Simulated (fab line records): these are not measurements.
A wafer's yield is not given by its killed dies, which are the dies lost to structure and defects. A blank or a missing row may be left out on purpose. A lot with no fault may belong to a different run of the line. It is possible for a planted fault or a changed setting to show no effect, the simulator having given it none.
What tool caused it? / flow gf180mcu / Sampling: 12 lots, 36 wafers, 5 of 602 route steps

## WHAT THE GAUGES READ, wafer by wafer
GF_V4_THK_MEAS_01.
lot=L219; measured=day 23 11:50; on=film_metro-04; V4_CVD_00_THK (nm)=602 599 599
lot=L220; measured=day 23 18:52; on=film_metro-02; V4_CVD_00_THK (nm)=602 595 602
lot=L227; measured=day 26 05:52; on=film_metro-01; V4_CVD_00_THK (nm)=309 302 296
lot=L228; measured=day 26 12:49; on=film_metro-02; V4_CVD_00_THK (nm)=301 304 301
lot=L229; measured=day 26 21:43; on=film_metro-02; V4_CVD_00_THK (nm)=300 311 308
lot=L233; measured=day 28 03:01; on=film_metro-02; V4_CVD_00_THK (nm)=599 600 607
lot=L236; measured=day 28 20:20; on=film_metro-02; V4_CVD_00_THK (nm)=591 594 597
lot=L237; measured=day 29 07:08; on=film_metro-04; V4_CVD_00_THK (nm)=595 591 592
lot=L238; measured=day 29 11:41; on=film_metro-04; V4_CVD_00_THK (nm)=600 599 602
lot=L239; measured=day 29 15:03; on=film_metro-01; V4_CVD_00_THK (nm)=606 601 601
lot=L241; measured=day 30 06:59; on=film_metro-02; V4_CVD_00_THK (nm)=609 607 600
lot=L242; measured=day 30 18:18; on=film_metro-04; V4_CVD_00_THK (nm)=605 601 590

## TOOL THAT RAN EACH LOT (tool first, then ch and the chambers of the sampled wafers, then the start)
lot=L219; GF_V3_SPUTTER_21=pvd_sputter-03, day 22 10:49; GF_V3_SPUTTER_22=pvd_sputter-03, day 22 10:53; GF_M4_SPUTTER_02=pvd_sputter-01, day 22 11:38; GF_V4_CVD_00=hdpcvd-01 ch 1,2, day 23 11:45
lot=L220; GF_V3_SPUTTER_21=pvd_sputter-02, day 22 18:18; GF_V3_SPUTTER_22=pvd_sputter-02, day 22 18:22; GF_M4_SPUTTER_02=pvd_sputter-04, day 22 19:07; GF_V4_CVD_00=hdpcvd-01 ch 1,2, day 23 18:47
lot=L227; GF_V3_SPUTTER_21=pvd_sputter-03, day 25 07:17; GF_V3_SPUTTER_22=pvd_sputter-03, day 25 07:20; GF_M4_SPUTTER_02=pvd_sputter-01, day 25 08:06; GF_V4_CVD_00=hdpcvd-01 ch 0,1,2, day 26 05:47
lot=L228; GF_V3_SPUTTER_21=pvd_sputter-03, day 25 13:55; GF_V3_SPUTTER_22=pvd_sputter-03, day 25 13:58; GF_M4_SPUTTER_02=pvd_sputter-02, day 25 14:44; GF_V4_CVD_00=hdpcvd-01 ch 0,1,2, day 26 12:44
lot=L229; GF_V3_SPUTTER_21=pvd_sputter-01, day 25 22:55; GF_V3_SPUTTER_22=pvd_sputter-01, day 25 22:58; GF_M4_SPUTTER_02=pvd_sputter-04, day 25 23:44; GF_V4_CVD_00=hdpcvd-01 ch 1,2, day 26 21:39
lot=L233; GF_V3_SPUTTER_21=pvd_sputter-01, day 27 05:30; GF_V3_SPUTTER_22=pvd_sputter-01, day 27 05:34; GF_M4_SPUTTER_02=pvd_sputter-01, day 27 06:20; GF_V4_CVD_00=hdpcvd-02 ch 0,1, day 28 02:55
lot=L236; GF_V3_SPUTTER_21=pvd_sputter-01, day 27 23:09; GF_V3_SPUTTER_22=pvd_sputter-01, day 27 23:13; GF_M4_SPUTTER_02=pvd_sputter-04, day 27 23:58; GF_V4_CVD_00=hdpcvd-02 ch 1,2, day 28 20:16
lot=L237; GF_V3_SPUTTER_21=pvd_sputter-01, day 28 10:17; GF_V3_SPUTTER_22=pvd_sputter-01, day 28 10:21; GF_M4_SPUTTER_02=pvd_sputter-02, day 28 11:07; GF_V4_CVD_00=hdpcvd-02 ch 0,1, day 29 07:02
lot=L238; GF_V3_SPUTTER_21=pvd_sputter-02, day 28 14:44; GF_V3_SPUTTER_22=pvd_sputter-02, day 28 14:48; GF_M4_SPUTTER_02=pvd_sputter-04, day 28 15:34; GF_V4_CVD_00=hdpcvd-02 ch 0,1,2, day 29 11:36
lot=L239; GF_V3_SPUTTER_21=pvd_sputter-02, day 28 18:53; GF_V3_SPUTTER_22=pvd_sputter-02, day 28 18:57; GF_M4_SPUTTER_02=pvd_sputter-01, day 28 19:43; GF_V4_CVD_00=hdpcvd-01 ch 0,1, day 29 14:59
lot=L241; GF_V3_SPUTTER_21=pvd_sputter-03, day 29 10:28; GF_V3_SPUTTER_22=pvd_sputter-03, day 29 10:31; GF_M4_SPUTTER_02=pvd_sputter-02, day 29 11:24; GF_V4_CVD_00=hdpcvd-01 ch 0,1,2, day 30 06:54
lot=L242; GF_V3_SPUTTER_21=pvd_sputter-03, day 29 22:36; GF_V3_SPUTTER_22=pvd_sputter-03, day 29 22:40; GF_M4_SPUTTER_02=pvd_sputter-02, day 29 23:31; GF_V4_CVD_00=hdpcvd-01 ch 0, day 30 18:11
- GF_V3_SPUTTER_21: material Ti, target thk 15 nm, time 80.02 s.
- GF_V3_SPUTTER_22: material TiN, target thk 10 nm, time 40 s.
- GF_M4_SPUTTER_02: material AlCu, target thk 450 nm, time 23.9 s.
- GF_V4_CVD_00: deposits SiO2, target thk 600 nm, time 100 s.

## AS READ BY THE TOOLS THEMSELVES (means over the sampled wafers that have a number; for cases with no such wafer, the mark the record gives instead)
GF_V3_SPUTTER_21.
lot=L219; tool=pvd_sputter-03; cathode_dc_power_W (W)=2500.1; chamber_pressure_pa (Pa)=5.006; throttle_valve_pct (%)=30.0
lot=L220; tool=pvd_sputter-02; cathode_dc_power_W (W)=2500.6; chamber_pressure_pa (Pa)=4.991; throttle_valve_pct (%)=29.5
lot=L227; tool=pvd_sputter-03; cathode_dc_power_W (W)=2499.9; chamber_pressure_pa (Pa)=4.998; throttle_valve_pct (%)=30.0
lot=L228; tool=pvd_sputter-03; cathode_dc_power_W (W)=2499.6; chamber_pressure_pa (Pa)=4.998; throttle_valve_pct (%)=29.9
lot=L229; tool=pvd_sputter-01; cathode_dc_power_W (W)=2499.9; chamber_pressure_pa (Pa)=4.993; throttle_valve_pct (%)=29.5
lot=L233; tool=pvd_sputter-01; cathode_dc_power_W (W)=2499.9; chamber_pressure_pa (Pa)=4.996; throttle_valve_pct (%)=28.8
lot=L236; tool=pvd_sputter-01; cathode_dc_power_W (W)=2500.0; chamber_pressure_pa (Pa)=4.993; throttle_valve_pct (%)=29.4
lot=L237; tool=pvd_sputter-01; cathode_dc_power_W (W)=2500.1; chamber_pressure_pa (Pa)=5.002; throttle_valve_pct (%)=29.5
lot=L238; tool=pvd_sputter-02; cathode_dc_power_W (W)=2500.4; chamber_pressure_pa (Pa)=4.986; throttle_valve_pct (%)=28.9
lot=L239; tool=pvd_sputter-02; cathode_dc_power_W (W)=2500.0; chamber_pressure_pa (Pa)=4.999; throttle_valve_pct (%)=30.2
lot=L241; tool=pvd_sputter-03; cathode_dc_power_W (W)=2500.0; chamber_pressure_pa (Pa)=4.992; throttle_valve_pct (%)=29.4
lot=L242; tool=pvd_sputter-03; cathode_dc_power_W (W)=2499.9; chamber_pressure_pa (Pa)=4.999; throttle_valve_pct (%)=30.2

GF_V3_SPUTTER_22.
lot=L219; tool=pvd_sputter-03; cathode_dc_power_W (W)=4000.1; chamber_pressure_pa (Pa)=4.998; throttle_valve_pct (%)=30.0
lot=L220; tool=pvd_sputter-02; cathode_dc_power_W (W)=4000.3; chamber_pressure_pa (Pa)=4.998; throttle_valve_pct (%)=29.7
lot=L227; tool=pvd_sputter-03; cathode_dc_power_W (W)=4000.0; chamber_pressure_pa (Pa)=4.992; throttle_valve_pct (%)=30.1
lot=L228; tool=pvd_sputter-03; cathode_dc_power_W (W)=3999.9; chamber_pressure_pa (Pa)=4.996; throttle_valve_pct (%)=30.1
lot=L229; tool=pvd_sputter-01; cathode_dc_power_W (W)=3999.9; chamber_pressure_pa (Pa)=5.002; throttle_valve_pct (%)=29.4
lot=L233; tool=pvd_sputter-01; cathode_dc_power_W (W)=3999.9; chamber_pressure_pa (Pa)=5.009; throttle_valve_pct (%)=28.7
lot=L236; tool=pvd_sputter-01; cathode_dc_power_W (W)=3999.0; chamber_pressure_pa (Pa)=5.004; throttle_valve_pct (%)=29.2
lot=L237; tool=pvd_sputter-01; cathode_dc_power_W (W)=3999.6; chamber_pressure_pa (Pa)=4.999; throttle_valve_pct (%)=29.5
lot=L238; tool=pvd_sputter-02; cathode_dc_power_W (W)=4000.4; chamber_pressure_pa (Pa)=5.007; throttle_valve_pct (%)=29.1
lot=L239; tool=pvd_sputter-02; cathode_dc_power_W (W)=3999.6; chamber_pressure_pa (Pa)=5.001; throttle_valve_pct (%)=30.0
lot=L241; tool=pvd_sputter-03; cathode_dc_power_W (W)=4000.2; chamber_pressure_pa (Pa)=4.999; throttle_valve_pct (%)=29.6
lot=L242; tool=pvd_sputter-03; cathode_dc_power_W (W)=4000.2; chamber_pressure_pa (Pa)=5.002; throttle_valve_pct (%)=30.0

GF_M4_SPUTTER_02.
lot=L219; tool=pvd_sputter-01; cathode_dc_power_W (W)=10968; chamber_pressure_pa (Pa)=0.4002; throttle_valve_pct (%)=29.3
lot=L220; tool=pvd_sputter-04; cathode_dc_power_W (W)=10970; chamber_pressure_pa (Pa)=0.4005; throttle_valve_pct (%)=30.7
lot=L227; tool=pvd_sputter-01; cathode_dc_power_W (W)=10969; chamber_pressure_pa (Pa)=0.4000; throttle_valve_pct (%)=29.6
lot=L228; tool=pvd_sputter-02; cathode_dc_power_W (W)=10972; chamber_pressure_pa (Pa)=0.3999; throttle_valve_pct (%)=29.4
lot=L229; tool=pvd_sputter-04; cathode_dc_power_W (W)=10972; chamber_pressure_pa (Pa)=0.3996; throttle_valve_pct (%)=30.9
lot=L233; tool=pvd_sputter-01; cathode_dc_power_W (W)=10969; chamber_pressure_pa (Pa)=0.4000; throttle_valve_pct (%)=29.1
lot=L236; tool=pvd_sputter-04; cathode_dc_power_W (W)=10971; chamber_pressure_pa (Pa)=0.4004; throttle_valve_pct (%)=30.3
lot=L237; tool=pvd_sputter-02; cathode_dc_power_W (W)=10973; chamber_pressure_pa (Pa)=0.4000; throttle_valve_pct (%)=28.7
lot=L238; tool=pvd_sputter-04; cathode_dc_power_W (W)=10969; chamber_pressure_pa (Pa)=0.4000; throttle_valve_pct (%)=30.6
lot=L239; tool=pvd_sputter-01; cathode_dc_power_W (W)=10969; chamber_pressure_pa (Pa)=0.3996; throttle_valve_pct (%)=29.3
lot=L241; tool=pvd_sputter-02; cathode_dc_power_W (W)=10970; chamber_pressure_pa (Pa)=0.4001; throttle_valve_pct (%)=29.2
lot=L242; tool=pvd_sputter-02; cathode_dc_power_W (W)=10970; chamber_pressure_pa (Pa)=0.3999; throttle_valve_pct (%)=30.4

GF_V4_CVD_00.
lot=L219; tool=hdpcvd-01; sih4_flow_sccm (sccm)=60.20
lot=L220; tool=hdpcvd-01; sih4_flow_sccm (sccm)=59.95
lot=L227; tool=hdpcvd-01; sih4_flow_sccm (sccm)=29.94
lot=L228; tool=hdpcvd-01; sih4_flow_sccm (sccm)=29.97
lot=L229; tool=hdpcvd-01; sih4_flow_sccm (sccm)=30.06
lot=L233; tool=hdpcvd-02; sih4_flow_sccm (sccm)=60.02
lot=L236; tool=hdpcvd-02; sih4_flow_sccm (sccm)=59.98
lot=L237; tool=hdpcvd-02; sih4_flow_sccm (sccm)=60.08
lot=L238; tool=hdpcvd-02; sih4_flow_sccm (sccm)=59.97
lot=L239; tool=hdpcvd-01; sih4_flow_sccm (sccm)=59.96
lot=L241; tool=hdpcvd-01; sih4_flow_sccm (sccm)=59.94
lot=L242; tool=hdpcvd-01; sih4_flow_sccm (sccm)=60.13

## THE ANSWER, worked out from the rows above alone
Rule: what is usual is taken from the lots themselves. Put in order of their means at a reading, lots are off if they are a third of the lots or fewer, leave a main group of 4 or more, and stand apart from it by a gap of 3 or more times the standard deviation of the main group's means; of several such gaps the widest counts. If all means in a main group match to the digits the tables above print for the reading, that group is not used. A lot without any number at a reading at which 4 lots or more have one is off too. The other lots that the step has rows for count as sound. First the gauges in route order, then the tools' own readings, where a lot's mean is used as printed above. The first step at which some lot is off is used, and at that step the reading that is off furthest; a lot without a number counts as furthest.
Off: L227, L228, L229, seen at GF_V4_THK_MEAS_01 (V4_CVD_00_THK). Main group: mean 599 nm, sd 3.8.
A tool fits if, at a process step before that reading, it ran every lot that is off, and no sound lot after the first of them. The gauges at GF_V4_THK_MEAS_01 aren't tried: what is off there is off at GF_V4_CVD_00 too, on other tools, and a gauge's error can't cause that. No candidate that was tried fits.

## WHAT WAS PUT IN BY THE SIMULATOR
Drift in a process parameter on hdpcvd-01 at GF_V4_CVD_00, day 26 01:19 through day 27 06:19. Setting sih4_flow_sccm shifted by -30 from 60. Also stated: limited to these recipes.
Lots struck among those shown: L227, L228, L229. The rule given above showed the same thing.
